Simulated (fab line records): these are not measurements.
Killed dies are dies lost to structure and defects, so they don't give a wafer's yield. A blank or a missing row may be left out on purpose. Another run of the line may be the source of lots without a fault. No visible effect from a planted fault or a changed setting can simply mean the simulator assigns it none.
fab line records ; flow sky130
record lots=6; wafers=18; lastDay=50
route steps=708 shown POLY_GATE@220 LDD_N@237 LDD_P@255 PAD_OPEN@708
lots with no fault: from the same line, run without faults
startH: the number of hours between the record's first day and the start of the first shown wafer of the lot ; waitH: how many hours have passed since the lot's step before this one ; " as in the row above ; L1.1+2: several wafers, shown together as one row ; - no value, or no start was given ; * or withheld: withheld ; < > ~ a bound
route shown NAME@n: names a module that has steps shown in the file, with the first one's number in the route ; usual: the fault-free wafers' mean and standard deviation ; same: alike in all rows ; chamber/n: place in a boat ; sites: the reading at each site ; _std_site: the values' standard deviation ; _edge_site: outer sites' mean less inner sites' ; radiusMm: for every site, how far away it sits from the centre of the wafer ; mask NAME#n: copy n ; behind: tool/chamber where the wafer was last shaped ; hold: why the lot went on hold/how many hours it stayed there/how the hold came to an end ; device: the n, p or np transistor that did not switch ; end of line: the tests these same wafers got at the end of their route ; a step without rows: its recipe alone ; killed: dies that structure and defects cost at the first sort, which is not the same as the wafer's yield ; map: per-die view of a wafer (x killed, . not killed, _ where there is no die)
set.NAME: the setting that was run; set.NAME@STEP: the one run at that earlier step ; model.NAME: the simulator's own value behind a step, which no gauge read
lots at some steps of the route; a table a step, a row a wafer
services: the hour from which a tool's chamber was out of use, counted from the record's first day as startH (under 0 if before that day), plus the number of hours and why
## steps
# step SKY_POLY_GATE_HMDS_06
# recipe primeTimeS=60; primeTempC=120
# step SKY_POLY_GATE_COAT_07
# recipe resist=BARC; tempC=withheld; timeS=withheld; spinRpm=3000; resistThkNm=110
# step SKY_POLY_GATE_COAT_08
# recipe resist=KrF-thick; spinRpm=3000; resistThkNm=450
# step SKY_POLY_GATE_SOFTBAKE_09
# recipe tempC=100; timeS=90; resist=KrF-thick
# step SKY_POLY_GATE_EXPOSE_10
# recipe maskId=P1M; na=0.68; sourceShape=conventional; sigmaOuter=0.6; targetCdNm=150; doseMj=28
# step SKY_POLY_GATE_PEB_11
# recipe pebTempC=withheld; pebTimeS=withheld; resist=KrF-thick
# step SKY_POLY_GATE_DEVELOP_12
# recipe developTimeS=60; resist=KrF-thick; devTempC=21
# step SKY_POLY_GATE_CD_MEAS_13
# recipe targetCdNm=150
# usual cdNm=150.1/1.3
lot.wafer;tool;chamber;startH;waitH;cdNm
L863.1;cdSem-01;-;407.28;-;148.1
L863.4;cdSem-01;-;407.28;-;148.4
L863.6;cdSem-01;-;407.28;-;149.1
L865.3;cdSem-02;-;422.00;-;150.2
L865.4;cdSem-02;-;422.00;-;149.4
L865.6;cdSem-02;-;422.00;-;148.4
L870.1;cdSem-01;-;476.21;-;149.1
L870.5;cdSem-01;-;476.21;-;149.6
L870.6;cdSem-01;-;476.21;-;149.8
L878.3;cdSem-01;-;524.04;-;151.7
L878.5;cdSem-01;-;524.04;-;150.7
L878.6;cdSem-01;-;524.04;-;150.9
L880.1;cdSem-01;-;540.45;-;150.3
L880.2;cdSem-01;-;540.45;-;149.1
L880.6;cdSem-01;-;540.45;-;150.7
L883.2;cdSem-01;-;576.92;-;149.7
L883.3;cdSem-01;-;576.92;-;150.3
L883.4;cdSem-01;-;576.92;-;150.6
# step SKY_POLY_GATE_OVL_MEAS_14
# usual POLY_GATE_OVL=-1/5.7
lot.wafer;tool;chamber;startH;waitH;POLY_GATE_OVL[nm]
L863.1;overlay-02;-;407.40;0.1;8
L863.4;overlay-02;-;407.40;0.1;-4
L863.6;overlay-02;-;407.40;0.1;2
L865.3;overlay-02;-;422.10;0.1;10
L865.4;overlay-02;-;422.10;0.1;1
L865.6;overlay-02;-;422.10;0.1;3
L870.1;overlay-02;-;476.33;0.1;0
L870.5;overlay-02;-;476.33;0.1;3
L870.6;overlay-02;-;476.33;0.1;7
L878.3;overlay-02;-;524.14;0.1;6
L878.5;overlay-02;-;524.14;0.1;10
L878.6;overlay-02;-;524.14;0.1;-7
L880.1;overlay-02;-;540.57;0.1;3
L880.2;overlay-02;-;540.57;0.1;-4
L880.6;overlay-02;-;540.57;0.1;-2
L883.2;overlay-01;-;577.03;0.1;-6
L883.3;overlay-01;-;577.03;0.1;-3
L883.4;overlay-01;-;577.03;0.1;-4
# step SKY_POLY_GATE_ETCH_15
# recipe chemistry=N2/H2; target=BARC; ionEnergyEv=200; sourceW=500; biasW=100; pressureMtorr=30; n2FlowSccm=100; h2FlowSccm=200; stopOn=SiO2; timeS=118.5; targetDepthA=1100
# usual drypumpMotorCurrentA=5.6/0.55; h2FlowSccm=200.0/0.63; oesProductAu=0.716/0.005; throttleValvePct=13.214/0.01
lot.wafer;tool;chamber;startH;waitH;drypumpMotorCurrentA;h2FlowSccm;oesProductAu;rfHoursCounterH;throttleValvePct
L863.1;rieDiel-04;2;407.44;0.0;4.9;199.1;0.713;81;13.195
L863.4;rieDiel-04;1;407.44;0.0;5.8;200.2;0.715;2;13.216
L863.6;rieDiel-04;0;407.44;0.0;4.9;200.3;0.710;-;13.212
L865.3;rieDiel-01;2;422.12;0.0;6.4;201.2;0.713;9;13.211
L865.4;rieDiel-01;1;422.12;0.0;5.0;200.0;0.706;78;13.221
L865.6;rieDiel-01;1;422.12;0.0;5.0;200.3;0.703;-;13.215
L870.1;rieDiel-02;0;476.36;0.0;5.7;199.7;0.716;2;13.224
L870.5;rieDiel-02;0;476.36;0.0;5.7;198.9;0.715;-;13.211
L870.6;rieDiel-02;3;476.36;0.0;5.0;199.8;0.710;-;13.199
L878.3;rieDiel-01;1;524.16;0.0;5.0;200.6;0.715;81;13.202
L878.5;rieDiel-01;0;524.16;0.0;6.4;200.1;0.715;-;13.210
L878.6;rieDiel-01;1;524.16;0.0;5.0;200.8;0.719;-;13.234
L880.1;rieDiel-04;0;540.61;0.0;4.9;201.1;0.718;13;13.225
L880.2;rieDiel-04;3;540.61;0.0;5.6;199.0;0.722;12;13.218
L880.6;rieDiel-04;1;540.61;0.0;5.7;199.5;0.722;-;13.224
L883.2;rieDiel-04;3;577.06;0.0;5.6;199.8;0.719;13;13.205
L883.3;rieDiel-04;0;577.06;0.0;4.9;199.9;0.713;13;13.212
L883.4;rieDiel-04;2;577.06;0.0;4.9;200.7;0.718;0;13.211
# step SKY_POLY_GATE_ETCH_16
# recipe stopOn=poly-Si; chemistry=CH3F/O2; target=Si3N4; sourceW=400; biasW=80; pressureMtorr=25; ch3fFlowSccm=40; O2_flow_sccm=30; timeS=147.5; targetDepthA=750
# usual drypumpMotorCurrentA=5.6/0.56; oesProductAu=0.639/0.0048; throttleValvePct=10.535/0.0086
lot.wafer;tool;chamber;startH;waitH;drypumpMotorCurrentA;oesProductAu;rfHoursCounterH;throttleValvePct
L863.1;rieDiel-04;2;407.52;0.0;4.8;0.634;81;10.526
L863.4;rieDiel-04;1;407.52;0.0;5.7;0.629;2;10.523
L863.6;rieDiel-04;0;407.52;0.0;4.9;0.638;-;10.525
L865.3;rieDiel-01;2;422.20;0.0;6.4;0.641;9;10.539
L865.4;rieDiel-01;1;422.20;0.0;5.0;0.635;79;10.536
L865.6;rieDiel-01;1;422.20;0.0;5.0;0.640;-;10.539
L870.1;rieDiel-02;0;476.44;0.0;5.7;0.646;2;10.561
L870.5;rieDiel-02;0;476.44;0.0;5.7;0.640;-;10.536
L870.6;rieDiel-02;3;476.44;0.0;5.0;0.643;-;10.530
L878.3;rieDiel-01;1;524.24;0.0;5.0;0.643;81;10.534
L878.5;rieDiel-01;0;524.24;0.0;6.4;0.643;-;10.537
L878.6;rieDiel-01;1;524.24;0.0;5.0;0.646;-;10.550
L880.1;rieDiel-04;0;540.69;0.0;4.9;0.635;13;10.530
L880.2;rieDiel-04;3;540.69;0.0;5.6;0.637;12;10.543
L880.6;rieDiel-04;1;540.69;0.0;5.7;0.645;-;10.540
L883.2;rieDiel-04;3;577.14;0.0;5.6;0.638;13;10.541
L883.3;rieDiel-04;0;577.14;0.0;4.9;0.644;13;10.535
L883.4;rieDiel-04;2;577.14;0.0;4.9;0.641;0;10.545
# step SKY_POLY_GATE_ETCH_17
# recipe targetDepthNm=180; stopOn=SiO2; overEtchFrac=0.56667; chemistry=HBr/Cl2; target=poly-Si; icpW=400; biasW=100; pressureMtorr=10; HBr_flow_sccm=150; Cl2_flow_sccm=50; timeS=70.5
# usual drypumpMotorCurrentA=5.8/0.61; oesProductAu=0.986/0.008; throttleValvePct=33.684/0.0095
lot.wafer;tool;chamber;startH;waitH;drypumpMotorCurrentA;oesProductAu;rfHoursCounterH;throttleValvePct
L863.1;rieSi-02;0;407.62;0.0;5.8;0.984;65;33.678
L863.4;rieSi-02;1;407.62;0.0;6.5;0.969;36;33.703
L863.6;rieSi-02;1;407.62;0.0;6.6;0.986;-;33.674
L865.3;rieSi-01;2;422.30;0.0;5.5;0.980;27;33.674
L865.4;rieSi-01;1;422.30;0.0;6.5;0.980;4;33.666
L865.6;rieSi-01;3;422.30;0.0;4.9;0.970;-;33.676
L870.1;rieSi-01;3;476.54;0.0;4.8;0.977;3;33.687
L870.5;rieSi-01;2;476.54;0.0;5.6;0.991;-;33.703
L870.6;rieSi-01;3;476.54;0.0;4.9;0.972;-;33.680
L878.3;rieSi-01;2;524.34;0.0;5.6;0.984;28;33.669
L878.5;rieSi-01;3;524.34;0.0;4.9;0.970;-;33.692
L878.6;rieSi-01;0;524.34;0.0;5.8;0.990;-;33.684
L880.1;rieSi-01;2;540.79;0.0;5.6;0.989;28;33.701
L880.2;rieSi-01;0;540.79;0.0;5.8;1.009;7;33.680
L880.6;rieSi-01;3;540.79;0.0;4.9;0.981;-;33.700
L883.2;rieSi-02;3;577.24;0.0;5.0;0.991;26;33.662
L883.3;rieSi-02;2;577.24;0.0;6.3;0.988;3;33.666
L883.4;rieSi-02;1;577.24;0.0;6.5;0.982;37;33.685
# step SKY_POLY_GATE_STRIP_18
# recipe chemistry=O2/N2; powerW=1400; pressureMtorr=1500; platenTempC=withheld; o2FlowSccm=3000; n2FlowSccm=300; overashFraction=0.5
# usual drypumpMotorCurrentA=5.9/0.33; oesProductAu=0.360/0.0054; stripTimeToEndpointS=3.15/0.049
lot.wafer;tool;chamber;startH;waitH;drypumpMotorCurrentA;oesProductAu;rfHoursCounterH;stripTimeToEndpointS
L863.1;plasmaAsher-02;0;407.68;0.0;5.9;0.370;71;3.18
L863.4;plasmaAsher-02;1;407.68;0.0;5.6;0.374;-;3.18
L863.6;plasmaAsher-02;0;407.68;0.0;5.9;0.362;-;3.21
L865.3;plasmaAsher-02;0;422.39;0.1;5.9;0.361;-;3.13
L865.4;plasmaAsher-02;1;422.39;0.1;5.6;0.365;-;3.17
L865.6;plasmaAsher-02;1;422.39;0.1;5.6;0.357;-;3.16
L870.1;plasmaAsher-03;0;476.60;0.0;6.3;0.358;62;3.17
L870.5;plasmaAsher-03;1;476.60;0.0;5.7;0.366;-;3.16
L870.6;plasmaAsher-03;0;476.60;0.0;6.3;0.365;-;3.15
L878.3;plasmaAsher-03;1;524.43;0.1;5.7;0.367;-;3.22
L878.5;plasmaAsher-03;1;524.43;0.1;5.7;0.358;-;3.23
L878.6;plasmaAsher-03;0;524.43;0.1;6.4;0.359;-;3.19
L880.1;plasmaAsher-03;1;540.85;0.0;5.7;0.358;69;3.22
L880.2;plasmaAsher-03;0;540.85;0.0;6.3;0.366;69;3.18
L880.6;plasmaAsher-03;1;540.85;0.0;5.7;0.372;-;3.25
L883.2;plasmaAsher-02;1;577.30;0.0;5.6;0.360;90;3.17
L883.3;plasmaAsher-02;1;577.30;0.0;5.6;0.353;-;3.23
L883.4;plasmaAsher-02;0;577.30;0.0;5.9;0.364;-;3.23
# step SKY_POLY_GATE_CLEAN_19
# recipe chemistry=SC1/SC2; mix=1:4:20; tempC=70; timeS=150; dry=n2Spin
# step SKY_POLY_GATE_OXIDATION_20
# recipe tempC=850; ambient=O2; stabiliseS=600; purgeS=300; targetThkA=40; oxTimeS=899
# step SKY_POLY_GATE_THK_MEAS_21
# recipe reads=SiO2_of_POLY_GATE_OXIDATION_20
# usual POLY_GATE_OXIDATION_THK=4.00/0.076
lot.wafer;tool;chamber;startH;waitH;POLY_GATE_OXIDATION_THK[nm]
L863.1;filmMetro-02;-;409.08;0.0;3.97
L863.4;filmMetro-02;-;409.08;0.0;4.05
L863.6;filmMetro-02;-;409.08;0.0;3.97
L865.3;filmMetro-03;-;423.78;0.0;3.93
L865.4;filmMetro-03;-;423.78;0.0;3.90
L865.6;filmMetro-03;-;423.78;0.0;3.98
L870.1;filmMetro-02;-;478.82;0.0;3.99
L870.5;filmMetro-02;-;478.82;0.0;3.98
L870.6;filmMetro-02;-;478.82;0.0;3.97
L878.3;filmMetro-03;-;526.09;0.0;3.93
L878.5;filmMetro-03;-;526.09;0.0;3.91
L878.6;filmMetro-03;-;526.09;0.0;3.91
L880.1;filmMetro-03;-;542.25;0.0;4.09
L880.2;filmMetro-03;-;542.25;0.0;4.09
L880.6;filmMetro-03;-;542.25;0.0;4.01
L883.2;filmMetro-03;-;578.71;0.0;4.13
L883.3;filmMetro-03;-;578.71;0.0;4.00
L883.4;filmMetro-03;-;578.71;0.0;4.07
# step SKY_POLY_GATE_CD_MEAS_22
# usual cdNm=150.6/2.5
lot.wafer;tool;chamber;startH;waitH;cdNm
L863.1;cdSem-02;-;409.14;0.1;143.4
L863.4;cdSem-02;-;409.14;0.1;150.9
L863.6;cdSem-02;-;409.14;0.1;151.8
L865.3;cdSem-01;-;423.87;0.1;153.1
L865.4;cdSem-01;-;423.87;0.1;149.3
L865.6;cdSem-01;-;423.87;0.1;149.5
L870.1;cdSem-02;-;478.88;0.1;152.2
L870.5;cdSem-02;-;478.88;0.1;153.4
L870.6;cdSem-02;-;478.88;0.1;151.5
L878.3;cdSem-02;-;526.19;0.1;153.3
L878.5;cdSem-02;-;526.19;0.1;152.1
L878.6;cdSem-02;-;526.19;0.1;150.6
L880.1;cdSem-01;-;542.31;0.1;151.0
L880.2;cdSem-01;-;542.31;0.1;151.1
L880.6;cdSem-01;-;542.31;0.1;151.3
L883.2;cdSem-01;-;578.79;0.1;150.0
L883.3;cdSem-01;-;578.79;0.1;151.1
L883.4;cdSem-01;-;578.79;0.1;150.5
# step SKY_LDD_N_DEHYDRATE_00
# recipe tempC=200; timeS=60
# step SKY_LDD_N_HMDS_01
# recipe primeTimeS=60; primeTempC=120
# step SKY_LDD_N_COAT_02
# recipe resist=NOVOLAK; spinRpm=3000; resistThkNm=300
# step SKY_LDD_N_SOFTBAKE_03
# recipe tempC=90; timeS=60; resist=NOVOLAK
# step SKY_LDD_N_EXPOSE_04
# recipe maskId=NTM; targetCdNm=840; na=0.6; sourceShape=conventional; sigmaOuter=0.6; doseMj=110
# step SKY_LDD_N_PEB_05
# recipe tempC=withheld; timeS=*; resist=NOVOLAK
# step SKY_LDD_N_DEVELOP_06
# recipe developTimeS=60; devTempC=23
# step SKY_LDD_N_OVL_MEAS_07
# usual LDD_N_OVL=-1.6/1.6
lot.wafer;tool;chamber;startH;waitH;LDD_N_OVL[nm]
L863.1;overlay-01;-;439.95;0.1;-0.1
L863.4;overlay-01;-;439.95;0.1;0.2
L863.6;overlay-01;-;439.95;0.1;0.6
L865.3;overlay-02;-;453.29;0.1;-2.2
L865.4;overlay-02;-;453.29;0.1;-1.3
L865.6;overlay-02;-;453.29;0.1;-2.1
L870.1;overlay-02;-;509.13;0.1;0.7
L870.5;overlay-02;-;509.13;0.1;1.4
L870.6;overlay-02;-;509.13;0.1;-2.1
L878.3;overlay-01;-;555.34;0.1;-1.5
L878.5;overlay-01;-;555.34;0.1;-0.7
L878.6;overlay-01;-;555.34;0.1;0.4
L880.1;overlay-01;-;570.51;0.1;-4.3
L880.2;overlay-01;-;570.51;0.1;-5.5
L880.6;overlay-01;-;570.51;0.1;-4.3
L883.2;overlay-02;-;608.41;0.1;0.7
L883.3;overlay-02;-;608.41;0.1;-3.8
L883.4;overlay-02;-;608.41;0.1;0.3
# step SKY_LDD_N_IMPLANT_08
# recipe species=As; energyKev=20; doseCm2=7.5e+13; tiltDeg=withheld; rotationDeg=23
# step SKY_LDD_N_IMPLANT_09
# recipe species=As; energyKev=20; doseCm2=7.5e+13; tiltDeg=withheld; rotationDeg=113
# step SKY_LDD_N_IMPLANT_10
# recipe species=As; energyKev=20; doseCm2=7.5e+13; tiltDeg=withheld; rotationDeg=203
# step SKY_LDD_N_IMPLANT_11
# recipe species=As; energyKev=20; doseCm2=7.5e+13; tiltDeg=withheld; rotationDeg=293
# step SKY_LDD_N_IMPLANT_12
# recipe species=BF2; energyKev=50; doseCm2=5e+12; tiltDeg=30; rotationDeg=0
# step SKY_LDD_N_IMPLANT_13
# recipe species=BF2; energyKev=50; doseCm2=5e+12; tiltDeg=30; rotationDeg=90
# step SKY_LDD_N_IMPLANT_14
# recipe species=BF2; energyKev=50; doseCm2=5e+12; tiltDeg=30; rotationDeg=180
# step SKY_LDD_N_IMPLANT_15
# recipe species=BF2; energyKev=50; doseCm2=5e+12; tiltDeg=30; rotationDeg=270
# step SKY_LDD_N_STRIP_16
# recipe chemistry=O2/N2; powerW=1400; pressureMtorr=1500; platenTempC=withheld; o2FlowSccm=3000; n2FlowSccm=300; overashFraction=0.5
# usual drypumpMotorCurrentA=5.8/0.44; oesProductAu=0.407/0.0046; stripTimeToEndpointS=4.315/0.015
lot.wafer;tool;chamber;startH;waitH;drypumpMotorCurrentA;oesProductAu;rfHoursCounterH;stripTimeToEndpointS
L863.1;plasmaAsher-04;1;450.79;0.1;6.6;0.411;33;4.279
L863.4;plasmaAsher-04;0;450.79;0.1;5.4;0.410;-;4.283
L863.6;plasmaAsher-04;0;450.79;0.1;5.4;0.399;-;4.300
L865.3;plasmaAsher-04;1;454.55;0.1;6.6;0.403;-;4.321
L865.4;plasmaAsher-04;0;454.55;0.1;5.3;0.411;-;4.324
L865.6;plasmaAsher-04;0;454.55;0.1;5.3;0.403;-;4.320
L870.1;plasmaAsher-02;0;510.37;0.1;5.9;0.406;83;4.314
L870.5;plasmaAsher-02;1;510.37;0.1;5.6;0.398;-;4.309
L870.6;plasmaAsher-02;0;510.37;0.1;5.9;0.409;-;4.325
L878.3;plasmaAsher-04;1;556.60;0.1;6.6;0.412;-;4.324
L878.5;plasmaAsher-04;1;556.60;0.1;6.6;0.404;-;4.303
L878.6;plasmaAsher-04;0;556.60;0.1;5.3;0.405;-;4.321
L880.1;plasmaAsher-04;0;572.19;0.1;5.3;0.406;43;4.320
L880.2;plasmaAsher-04;1;572.19;0.1;6.7;0.404;43;4.340
L880.6;plasmaAsher-04;0;572.19;0.1;5.3;0.411;-;4.322
L883.2;plasmaAsher-01;1;609.64;0.1;6.3;0.409;15;4.335
L883.3;plasmaAsher-01;0;609.64;0.1;5.3;0.418;-;4.307
L883.4;plasmaAsher-01;1;609.64;0.1;6.3;0.402;-;4.321
# step SKY_LDD_N_TW_MEAS_17
# usual LDD_N_TW=2589/17
lot.wafer;tool;chamber;startH;waitH;LDD_N_TW
L863.1;filmMetro-03;-;450.89;0.1;2599
L863.4;filmMetro-03;-;450.89;0.1;2598
L863.6;filmMetro-03;-;450.89;0.1;2603
L865.3;filmMetro-01;-;454.64;0.1;2583
L865.4;filmMetro-01;-;454.64;0.1;2577
L865.6;filmMetro-01;-;454.64;0.1;2602
L870.1;filmMetro-01;-;510.47;0.1;2584
L870.5;filmMetro-01;-;510.47;0.1;2584
L870.6;filmMetro-01;-;510.47;0.1;2592
L878.3;filmMetro-01;-;556.69;0.1;2592
L878.5;filmMetro-01;-;556.69;0.1;2574
L878.6;filmMetro-01;-;556.69;0.1;2575
L880.1;filmMetro-03;-;572.29;0.1;2600
L880.2;filmMetro-03;-;572.29;0.1;2593
L880.6;filmMetro-03;-;572.29;0.1;2597
L883.2;filmMetro-03;-;609.75;0.1;2605
L883.3;filmMetro-03;-;609.75;0.1;2603
L883.4;filmMetro-03;-;609.75;0.1;2593
# step SKY_LDD_P_DEHYDRATE_00
# recipe tempC=200; timeS=60
# step SKY_LDD_P_HMDS_01
# recipe primeTimeS=60; primeTempC=120
# step SKY_LDD_P_COAT_02
# recipe resist=NOVOLAK; spinRpm=3000; resistThkNm=1140
# step SKY_LDD_P_SOFTBAKE_03
# recipe tempC=90; timeS=60; resist=NOVOLAK
# step SKY_LDD_P_EXPOSE_04
# recipe maskId=PSDM; na=0.6; sourceShape=conventional; sigmaOuter=0.6; polarization=unpolarized; targetCdNm=380; doseMj=138
# step SKY_LDD_P_PEB_05
# recipe tempC=withheld; timeS=*; resist=NOVOLAK
# step SKY_LDD_P_DEVELOP_06
# recipe resist=NOVOLAK; developer=TMAH; developTimeS=60; devTempC=23
# step SKY_PAD_OPEN_PROBE_99
# usual killed_at_M0_to_M3=42/6.4; killed_at_M4_up=3.2/1.9; killedAtContacts=24/4.8; killedAtFrontEnd=16/4.4; killedAtOther=0.3/0.55; killedDies=86/8.6; killedOnRim=17/3.5; killedOpen=46/6.6; killedShort=39/5.7
# same grossDies=492; killedAtBackSide=0
lot.wafer;tool;chamber;startH;waitH;killed_at_M0_to_M3;killed_at_M4_up;killedAtContacts;killedAtFrontEnd;killedAtOther;killedDies;killedOnRim;killedOpen;killedShort
L865.3;prober-01;-;1112.78;0.2;46;7;27;16;2;98;21;52;45
L865.4;prober-01;-;1112.83;0.2;39;6;23;18;0;86;16;46;37
L865.6;prober-01;-;1112.93;0.2;45;0;17;10;0;72;17;29;41
L870.1;prober-02;-;1143.78;0.1;41;1;25;14;1;82;19;43;39
L870.5;prober-02;-;1143.98;0.2;38;5;27;17;1;88;23;46;42
L870.6;prober-02;-;1144.03;0.2;37;4;31;13;0;85;18;45;40
L878.3;prober-02;-;1174.39;0.2;36;4;23;50;1;114;30;46;35
L878.5;prober-02;-;1174.49;0.2;40;2;20;49;0;111;38;41;37
L878.6;prober-02;-;1174.54;0.2;37;3;18;79;0;137;20;43;33
L880.1;prober-01;-;1182.70;0.1;50;3;29;36;0;118;30;51;37
L880.2;prober-01;-;1182.75;0.1;30;4;26;78;1;139;22;35;41
L880.6;prober-01;-;1182.95;0.2;37;4;23;45;0;109;33;43;33
# killed by level:class
L865.3 VIA1:geometricParticle:open=10 LI_CONTACT:geometricParticle:open=9 VIA2:geometricParticle:open=8 CONTACT:geometricParticle:open=6 FIELD_ISO:geometricParticle:open=5 VIA1:geometricParticle:short=5 METAL2:geometricParticle:short=5 FIELD_ISO:geometricParticle:short=4
L865.4 CONTACT:geometricParticle:open=8 VIA2:geometricParticle:open=7 LI_CONTACT:geometricParticle:open=6 VIA1:geometricParticle:open=6 METAL2:geometricParticle:short=6 POLY_GATE:geometricParticle:open=5 METAL4:geometricParticle:short=4 VIA1:geometricParticle:short=4
L865.6 METAL2:geometricParticle:short=11 METAL1:geometricParticle:short=8 LI_CONTACT:geometricParticle:short=5 VIA1:geometricParticle:open=5 LI_CONTACT:geometricParticle:open=4 CONTACT:geometricParticle:open=4 VIA2:geometricParticle:open=4 VIA3:geometricParticle:open=4
L870.1 VIA1:geometricParticle:open=9 VIA3:geometricParticle:open=8 CONTACT:geometricParticle:open=8 FIELD_ISO:geometricParticle:short=5 LOCAL_INTERCONNECT:geometricParticle:short=5 CONTACT:geometricParticle:short=5 METAL2:geometricParticle:short=5 VIA2:geometricParticle:open=5
L870.5 VIA2:geometricParticle:open=9 LI_CONTACT:geometricParticle:open=7 LOCAL_INTERCONNECT:geometricParticle:short=6 FIELD_ISO:geometricParticle:open=5 FIELD_ISO:geometricParticle:short=5 CONTACT:geometricParticle:short=5 METAL2:geometricParticle:short=5 POLY_GATE:geometricParticle:short=4
L870.6 CONTACT:geometricParticle:open=12 LOCAL_INTERCONNECT:geometricParticle:short=7 VIA1:geometricParticle:open=6 VIA2:geometricParticle:open=6 VIA1:geometricParticle:short=5 VIA3:geometricParticle:open=5 CONTACT:geometricParticle:short=4 METAL2:geometricParticle:short=4
L878.3 POLY_GATE:unspecified=31 VIA1:geometricParticle:open=9 CONTACT:geometricParticle:open=8 VIA3:geometricParticle:open=8 LI_CONTACT:geometricParticle:open=6 FIELD_ISO:geometricParticle:short=5 VIA2:geometricParticle:open=5 METAL2:geometricParticle:short=4
L878.5 POLY_GATE:unspecified=33 VIA1:geometricParticle:open=8 LI_CONTACT:geometricParticle:open=7 VIA1:geometricParticle:short=7 VIA2:geometricParticle:open=7 VIA3:geometricParticle:open=6 POLY_GATE:geometricParticle:open=5 FIELD_ISO:geometricParticle:short=4
L878.6 POLY_GATE:unspecified=61 VIA1:geometricParticle:open=10 CONTACT:geometricParticle:open=8 VIA3:geometricParticle:open=6 VIA2:geometricParticle:open=5 FIELD_ISO:geometricParticle:short=4 LI_CONTACT:geometricParticle:open=4 METAL1:geometricParticle:short=4
L880.1 POLY_GATE:unspecified=30 VIA1:geometricParticle:open=16 CONTACT:geometricParticle:open=12 CONTACT:geometricParticle:short=9 VIA2:geometricParticle:open=6 LI_CONTACT:geometricParticle:open=4 METAL2:geometricParticle:short=4 VIA3:geometricParticle:short=4
L880.2 POLY_GATE:unspecified=63 VIA1:geometricParticle:open=10 CONTACT:geometricParticle:short=7 LI_CONTACT:geometricParticle:open=6 LOCAL_INTERCONNECT:geometricParticle:short=6 FIELD_ISO:geometricParticle:open=5 CONTACT:geometricParticle:open=5 VIA1:geometricParticle:short=5
L880.6 POLY_GATE:unspecified=33 VIA1:geometricParticle:open=11 LOCAL_INTERCONNECT:geometricParticle:short=6 VIA3:geometricParticle:open=5 VIA2:geometricParticle:open=5 POLY_GATE:geometricParticle:open=4 LI_CONTACT:geometricParticle:short=4 CONTACT:geometricParticle:short=4
# map L878.6 (x killed, . not)
__________..x..x...._________
________x............._______
______x........x..x....._____
_____...x.....x.x.....x..____
____....x...x....x....x...___
___.....x......xx....x.....__
__.x...x.x....x.x.x.x.x..x.._
_...x.....x....x.x.....xxx.x.
_.xxx....xx.........xxxxxxxx.
_..x....x..........xxxxxxxxxx
_...x...............xxxxxxxxx
_..x...x...........xxxxxxxxxx
_..xx.x.x...x.......xxxxxxxxx
_.....x..........xx..xxxxxxxx
_x.......x......x.xxx..xxx.xx
__.x......xx...........xx..x_
___.........x..x...........__
____.............xx.x.....___
_____x....x........x....x____
______..........x...xx.._____
________.............._______
__________.x........_________
# map L880.2 (x killed, . not)
__________.x........_________
________.x.x.x.......x_______
______.xx..............._____
_____..x.............x...____
____...xxxx.x.............___
___........................__
__.........x.............x.._
_......x.........x.x..xxxxx..
_....x.......xx....xxxxxxxxxx
_....x.........xxxx.x.xxxxxxx
_..x...x.........xx.xxxxxxxxx
_...x..x.x..........xxxxxxxxx
_.......x..xx......xxxxxxxxxx
_.x..x..xx.x........xxxxxxxxx
_...x..x.x...........x..x.xx.
__..x.....xxx...........x..x_
___..x........x..x.....xxx.__
____.........x..........x.___
_____...x..x.....xx....x.____
______..x...xx...x......_____
________....x...x..x.x_______
__________x..x..x..._________
## services
tool;chamber;startH;hours;kind
rieDiel-02;1;384.63;5.1;repair
rieDiel-04;0;386.01;11.7;repair
rieSi-01;0;386.16;19.8;repair
rieSi-02;3;388.03;4.2;repair
rieSi-01;1;397.17;2.5;repair
plasmaAsher-01;-;421.25;9.0;pm
plasmaAsher-01;-;430.25;28.1;pm
rieSi-01;1;430.61;1.4;repair
rieDiel-01;-;430.84;1.1;repair
rieDiel-04;-;430.99;0.2;repair
rieDiel-04;2;435.99;21.6;repair
plasmaAsher-01;-;453.58;1.9;repair
rieDiel-02;1;456.59;7.7;repair
rieDiel-02;2;457.27;1.7;repair
rieDiel-01;-;475.73;2.6;repair
plasmaAsher-04;-;479.01;18.1;repair
plasmaAsher-01;-;483.58;2.6;repair
rieDiel-01;3;519.91;4.6;repair
rieDiel-02;3;539.51;1.3;repair
rieDiel-04;2;539.95;-;clean
plasmaAsher-01;-;551.27;2.0;repair
rieSi-01;2;557.36;2.2;repair
rieSi-02;-;596.82;0.2;repair
rieDiel-01;0;598.97;1.4;repair
## key
firstSign step=SKY_PAD_OPEN_PROBE_99; reading=killedAtFrontEnd; direction=up; sigmas=9.3; usual=16; struck=56
effect step=SKY_PAD_OPEN_PROBE_99; reading=killedDies; direction=up; sigmas=4.2; usual=86; struck=121
metAt SKY_POLY_GATE_STRIP_18
struckWafers L878.3,L878.5,L878.6,L880.1,L880.2,L880.6
testerLeftOut L878,L880
onsetBetween 476.60 524.43
alsoFits SKY_POLY_GATE_ETCH_17:rieSi-01,SKY_LDD_N_STRIP_16:plasmaAsher-04
fault kind=chamberParticleSource; tool=plasmaAsher-03; chamber=-; onsetH=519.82; steps=SKY_POLY_GATE_STRIP_18; ratePerVisitCm2=1.7525; endH=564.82
# testerLeftOut: of these lots the tester's yield and bins aren't shown, on N5 and GAA mostly nor the transistor test; their killed dies are dies lost to structure and defects alone, not to doping, threshold or leakage, so they don't give the yield
